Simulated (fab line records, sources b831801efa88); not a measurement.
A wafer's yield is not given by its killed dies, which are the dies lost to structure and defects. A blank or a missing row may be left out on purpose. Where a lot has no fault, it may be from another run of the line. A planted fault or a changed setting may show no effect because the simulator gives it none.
One fault through the eyes of 2 desks || flow gf180mcu || what lay behind the numbers comes last; until then each desk has only its own

== THE METROLOGY DESK ==
What the gauges read for every lot (on any tool): the sampled wafers with a number, averaged. The brackets show how far a lot's mean lies from the usual mean; more than 4 standard deviations puts the lot out of limits, marked OUT.
Columns: A = V2_CVD_00_THK at GF_V2_THK_MEAS_01, usual 595 nm
{"lot": "L801", "first seen here": "day 18 21:57", "A": 604}
{"lot": "L802", "first seen here": "day 19 12:20", "A": 600}
{"lot": "L803", "first seen here": "day 20 02:55", "A": 600}
{"lot": "L804", "first seen here": "day 20 04:47", "A": 606}
{"lot": "L805", "first seen here": "day 20 19:37", "A": 595}
{"lot": "L809", "first seen here": "day 22 03:53", "A": 585}
{"lot": "L810", "first seen here": "day 22 14:50", "A": 589}
{"lot": "L812", "first seen here": "day 23 09:09", "A": 587}
{"lot": "L814", "first seen here": "day 23 23:46", "A": 601}
{"lot": "L818", "first seen here": "day 25 09:41", "A": 592}
{"lot": "L819", "first seen here": "day 25 12:47", "A": 604}
{"lot": "L822", "first seen here": "day 26 13:38", "A": 590}
This desk found nothing out of limits on any of the 12 lots.

== DESK OF THE TOOL OWNER: lithoTrack-02 ==
The tool's own readings at GF_LVPWELL_COAT_02 (resist thk 3000 nm): means of the sampled wafers that have a number, for each lot that ran on this tool. The brackets show how far a lot's mean lies from the usual mean; more than 4 standard deviations puts the lot out of limits, marked OUT.
Columns: A = spinSpeedRpm at GF_LVPWELL_COAT_02, usual 1999.9 rpm
{"lot": "L801", "first seen here": "day 3 13:52", "A": 1999.1}
{"lot": "L805", "first seen here": "day 4 11:05", "A": 1999.5}
{"lot": "L810", "first seen here": "day 5 16:02", "A": 2001.3}
{"lot": "L818", "first seen here": "day 7 13:31", "A": "1945.0 (-42) OUT"}
{"lot": "L822", "first seen here": "day 8 09:53", "A": "1944.9 (-42) OUT"}
This desk's finding: out of limits on L818, L822; first on L818, day 7 13:31 (spinSpeedRpm at GF_LVPWELL_COAT_02). L801, L805, L810 stayed within limits.

== ALL TOGETHER ==
On L818, L822, at day 7 13:31, an alarm was possible from the tool owner's desk.
The metrology desk saw nothing out of limits.
The metrology desk has L818, L822 on record, within its limits.
On lithoTrack-02, each named lot ran GF_LVPWELL_COAT_02.

== WHAT THE SIMULATOR PUT IN ==
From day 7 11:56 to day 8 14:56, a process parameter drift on lithoTrack-02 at GF_LVPWELL_COAT_02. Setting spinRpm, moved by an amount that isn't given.
Lots struck among those shown: L818, L822.
Hours from the fault's start to each desk's first reading out of limits: the tool owner's desk, 2.
